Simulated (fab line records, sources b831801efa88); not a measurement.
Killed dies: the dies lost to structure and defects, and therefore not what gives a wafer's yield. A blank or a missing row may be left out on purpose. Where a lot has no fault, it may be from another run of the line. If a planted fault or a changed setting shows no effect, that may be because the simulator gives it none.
A single fault, viewed from 2 desks | flow gf180mcu | each desk has only its own numbers; what lay behind them comes last

## METROLOGY DESK
What the gauges read, lot by lot, whatever tool the lot ran on: means of the sampled wafers that have a number. The brackets show how far a lot's mean lies from the usual mean; more than 4 standard deviations puts the lot out of limits, marked OUT.
Columns: A = cd-nm at GF_V4_CD_MEAS_14, usual 260.0 nm; B = MIM_CVD_05_THK at GF_MIM_THK_MEAS_06, usual 42.0 nm
lot  | first seen here | A     | B
L678 | day 25 12:23    | 259.2 | 41.8
L680 | day 26 03:55    | 259.4 | 41.7
L681 | day 26 21:25    | 257.8 | 41.7
L682 | day 27 02:53    | 259.8 | 41.9
L683 | day 27 18:35    | 261.0 | 41.5
L684 | day 27 22:00    | 259.7 | 41.5
L686 | day 28 17:53    | 260.2 | 42.5
L692 | day 30 13:05    | 259.8 | 43.6
L694 | day 30 15:44    | 260.2 | 45.9 (+7.3) OUT
L695 | day 30 19:30    | 261.4 | 41.8
L697 | day 31 11:55    | 260.3 | 42.4
L698 | day 31 14:05    | 256.9 | 42.2
This desk's finding: out of limits on L694; first on L694, day 30 17:29 (MIM_CVD_05_THK at GF_MIM_THK_MEAS_06). L678, L680, L681, L682, L683, L684, L686, L692, L695, L697, L698: within limits.

## FOR THE TOOL OWNER'S DESK: pecvd-04
The tool's own readings at GF_MIM_CVD_05 (deposits Si3N4, target thk 42 nm, time 29.086 s): means of the sampled wafers that have a number, for each lot that ran on this tool. The brackets show how far a lot's mean lies from the usual mean; more than 4 standard deviations puts the lot out of limits, marked OUT.
Columns: A = heater-power-w at GF_MIM_CVD_05, usual 586 W; B = rf-fwd-power-W at GF_MIM_CVD_05, usual 444.8 W; C = temp-max-c at GF_MIM_CVD_05, usual 400.00 C
lot  | first seen here | A   | B     | C
L678 | day 25 14:11    | 615 | 444.5 | 399.95
L681 | day 26 23:11    | 616 | 444.4 | 399.95
L682 | day 27 04:39    | 597 | 444.8 | 400.03
L683 | day 27 20:19    | 582 | 444.4 | 400.24
L692 | day 30 16:06    | 608 | 444.4 | 399.82
L694 | day 30 17:28    | 636 | 444.7 | 400.21
Finding of this desk: none of the 6 lots has anything out of limits.

## PUT TOGETHER
L694 would have let the metrology desk raise an alarm at day 30 17:29.
The tool owner's desk saw nothing out of limits.
The tool owner's desk has L694 on record, within its limits.
All the named lots went through GF_MIM_CVD_05 on pecvd-04.

## WHAT THE SIMULATOR HAD PUT IN
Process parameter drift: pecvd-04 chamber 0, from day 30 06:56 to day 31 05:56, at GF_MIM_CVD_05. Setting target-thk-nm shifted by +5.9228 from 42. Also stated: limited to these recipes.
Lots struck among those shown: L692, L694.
Delay in hours, fault start to first out-of-limits reading, per desk: metrology desk 11.
